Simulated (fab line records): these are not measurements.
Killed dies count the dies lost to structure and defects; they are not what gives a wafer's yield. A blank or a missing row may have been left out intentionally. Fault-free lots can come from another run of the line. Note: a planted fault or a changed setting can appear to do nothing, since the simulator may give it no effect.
8D (eight disciplines) problem report, filled in by code | flow gf180mcu | the parts of the form that need people (team, actions taken, sign-off) are left out

1. THE PROBLEM
Mean M1_ALCU_THK at GF_M1_THK_MEAS_06: 494 nm over 6 wafers in 2 lots; fault-free wafers: 453 nm, standard deviation 6.2. Measured from the usual mean, that is +6.6 standard deviations.
The step: measures by xrf.
First seen on wafer L347.1, day 19 07:23, on film-metro-02. The record has a number at this step for 42 wafers belonging to 14 lots. Rule for "out" (also "out of limits"): further than 4 standard deviations from the usual mean. The other wafers with a number count as sound.

2. WHAT IT IS AND WHAT IT IS NOT
question                    | is                     | is not
which readings at this step | M1_ALCU_THK            | -
which lots                  | L347, L348             | L339, L340, L342, L343, L344, L345, L350, L357, L358, L359, L360, L362
which wafers of those lots  | all that have a number | -
read on which gauges        | film-metro-02          | film-metro-01, film-metro-03
when                        | from day 19 07:23      | up to then (18 sound wafers); but 18 sound wafers of L350, L357, L358, L359, L360, L362 came after

3. SUSPECTS, AND WHAT RULES EACH OUT
Counting: a tool at any process step up to the reading remains a suspect when it ran all the lots that are out and ran no sound lot after the first of those.
- the gauge at GF_M1_THK_MEAS_06: kept. All the wafers that are out were read on film-metro-02, and no step on other tools shows them out.
- pvd-sputter-01 at GF_M1_SPUTTER_04 (material TiN, target thk 50 nm, time 41.7 s): ruled out as a lasting fault. Sound lots L350, L362 ran on it after its first lot that is out, L347 (day 19 07:13).
Remaining after the count: film-metro-02 at GF_M1_THK_MEAS_06.

4. THE CAUSE (what the simulator had put in)
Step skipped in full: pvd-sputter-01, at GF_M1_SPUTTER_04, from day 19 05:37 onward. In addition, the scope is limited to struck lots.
The count ruled it out by mistake, since the rule takes a fault to strike every lot its tool runs from the start of the fault on, and this one did not do so.

5. THE CHAIN OF EFFECTS, in route order
Rows list readings where the struck wafers' mean (over those with a number) sits beyond 3 standard deviations from the usual. Readings are gone through only where the record gives a usual standard deviation; hours: the median, over the lots, of the time from a lot's start at the first step in this table giving one to that lot's start at this step; sigmas: the change measured in usual standard deviations.
hours | step              | reading     | usual  | on struck wafers | change | sigmas
0     | GF_M1_THK_MEAS_06 | M1_ALCU_THK | 453 nm | 494              | +41    | +6.6
Readings that are blank on the struck wafers while sound wafers have them: cathode-dc-power-W at GF_M1_SPUTTER_04; chamber-pressure-pa at GF_M1_SPUTTER_04; throttle-valve-pct at GF_M1_SPUTTER_04.

6. WHAT WOULD HAVE CAUGHT IT SOONER
2 hours passed between the start of the fault at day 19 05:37 and the first reading out of limits at a measuring or inspecting step in this record, taken at day 19 07:23.
At GF_M1_SPUTTER_04 the tool's readings are blank on the struck wafers, where sound wafers have them: an empty tool record is the first sign, and it was there at once.
